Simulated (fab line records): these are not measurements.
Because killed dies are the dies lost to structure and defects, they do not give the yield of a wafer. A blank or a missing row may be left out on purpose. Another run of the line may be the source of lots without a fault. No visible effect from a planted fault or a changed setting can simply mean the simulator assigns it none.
Struck lot and sound lot, side by side	flow sky130	16 out of 708 route steps
Sound: the wafers L921.2, L921.4, L921.6. Struck: wafers L924.1, L924.3, L924.6. The cause is given at the end.
At each step with rows: each side's tool, then ch and its chambers, then its first start. Under that, the readings that differ: sound wafers	struck wafers	difference of the means	sigmas: that difference in standard deviations of wafers without a fault.
alike: same words and numbers on both sides, and readings whose means sit less than 2 such deviations apart. not compared: any withheld reading, any reading some wafer has no value for, any bound like >300 that may hide the same value, and any number with overlapping values for which the record gives no deviation.
A row with sigmas, a row that says differs or no value, or rows on one side alone: a step with any of these is where the two part. Numbers that don't overlap but have no deviation are shown without sigmas and don't part them. A reading missing from all wafers of one side parts the sides only when that side holds two or more wafers.

first, 5 steps without rows for these wafers: SKY_SONOS_TUNNEL_COAT_02 (resist thk 1140 nm); SKY_SONOS_TUNNEL_SOFTBAKE_03 (time 60 s); SKY_SONOS_TUNNEL_EXPOSE_04 (exposes mask TUNM, target cd 410 nm); SKY_SONOS_TUNNEL_PEB_05; SKY_SONOS_TUNNEL_DEVELOP_06 (develop time 60 s).
SKY_SONOS_TUNNEL_CD_MEAS_07: the cd target is 410 nm.
  sound on cd sem-01 at day 12 09:55; struck on cd sem-02 at day 13 09:19
  alike: cd nm
SKY_SONOS_TUNNEL_OVL_MEAS_08:
  sound on overlay-02 at day 12 10:01; struck on overlay-01 at day 13 09:26
  alike: SONOS_TUNNEL_OVL
then, 3 steps without rows for these wafers: SKY_SONOS_TUNNEL_IMPLANT_09; SKY_SONOS_TUNNEL_WET_ETCH_10 (etches SiO2 in dHF, target depth 14 nm, time 280 s); SKY_SONOS_TUNNEL_STRIP_11 (strips in SPM, time 600 s).
SKY_SONOS_TUNNEL_TW_MEAS_12:
  sound on film metro-02 at day 12 10:30; struck on film metro-02 at day 13 09:53
  alike: SONOS_TUNNEL_TW
then, 1 step without rows for these wafers: SKY_SONOS_TUNNEL_CLEAN_13 (cleans in dHF, time 20 s).
SKY_SONOS_ONO_OXIDATION_00: stabilise 600 s, purge 300 s, target thk 2.6 nm.
  sound on furnace-02 ch 0, day 12 11:02; struck on furnace-01 ch 0, day 13 10:02
reading	sound	struck	difference	sigmas
spike tc bottom C (C)	823.1 823.5 822.8	793.3 794.1 793.4	-29.5	-14
spike tc centre C (C)	801.0 798.6 799.7	774.9 773.1 776.1	-25.1	-21
spike tc lower C (C)	800.7 801.2 800.9	771.9 772.1 773.0	-28.6	-20
spike tc top C (C)	812.0 811.5 812.1	790.8 791.4 793.0	-20.1	-8
spike tc upper C (C)	801.6 801.0 801.7	775.1 777.3 776.3	-25.2	-26
tube center temp C (C)	799.88 799.98 799.99	774.85 774.82 774.88	-25.10	-99 or more
tube_center_temp_C_max	801.9 801.7 802.8	776.8 776.7 777.3	-25.2	-72
zone power centre pct (%)	14.72 14.79 14.70	13.65 13.60 13.39	-1.19	-5
zone power upper pct (%)	14.3 14.8 14.6	13.0 13.2 13.1	-1.5	-4
model.SiO2_of_SONOS_ONO_OXIDATION_00.thk nm (nm)	2.647 2.621 2.61	1.733 1.75 1.754	-0.880	
  alike: ramp up c per min, zone power bottom pct
SKY_SONOS_ONO_THK_MEAS_01:
  sound on film metro-02 at day 12 12:24; struck on film metro-04 at day 13 11:23
reading	sound	struck	difference	sigmas
SONOS_ONO_OXIDATION_THK (nm)	2.63 2.68 2.63	1.70 1.80 1.79	-0.88	-18
then, 1 step without rows for these wafers: SKY_SONOS_ONO_CVD_02 (deposits Si3N4 from DCS/NH3, target thk 10.5 nm, time 180 s).
-- a jump in the record: the struck wafers' starts before and after are 34 days apart (it breaks off in module SONOS_ONO and resumes in module PAD_OPEN, where the first step shown is number 708 of the route) --
SKY_PAD_OPEN_PROBE_99:
  sound on prober-02 at day 46 19:56; struck on prober-02 at day 47 12:49
reading	sound	struck	difference	sigmas
model.etest.sonos erased.drive ua um	231.1 162.7 182.1	253.3 234.4 238.4	+50.1	
model.etest.sonos uncharged.r on ohm um	811.5 820.4 823.8	777.2 792 780.5	-35.3	
model.etest.cap ono.gate log10 a cm2	-8.164 -8.025 -7.978	-6.807 -6.701 -6.84	+1.273	
model.etest.cap ono.gate bv v (V)	16.52 16.55 16.61	15.88 15.76 15.29	-0.92	
model.etest.cap ono.tox acc nm (nm)	13.02 12.96 12.92	12.03 11.93 12.03	-0.97	
model.etest.pfet g5v0d10v5.off log10 a um	-12.59 -12.82 -12.89	-12.36 -12.45 -12.46	+0.34	
model.etest.sonos erased.vt v (V)	-2.271 -2.204 -2.261	-2.684 -2.685 -2.678	-0.437	
model.etest.sonos baked.vt less v (V)	-0.4747 -0.4576 -0.5267	-0.8173 -0.8069 -0.7654	-0.3102	
  alike: killed_at_M0_to_M3, killed_at_M4_up, killed at contacts, killed at front end, killed at other, killed dies, killed open, killed short

## WHERE THEY PART
Last at SKY_SONOS_ONO_THK_MEAS_01 as far as this record goes, first at SKY_SONOS_ONO_OXIDATION_00. Later steps at which nothing parts them and some readings are alike: SKY_PAD_OPEN_PROBE_99.

WHY: what the simulator had put in
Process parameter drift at SKY_SONOS_ONO_OXIDATION_00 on furnace-01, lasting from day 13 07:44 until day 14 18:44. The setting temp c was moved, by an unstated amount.
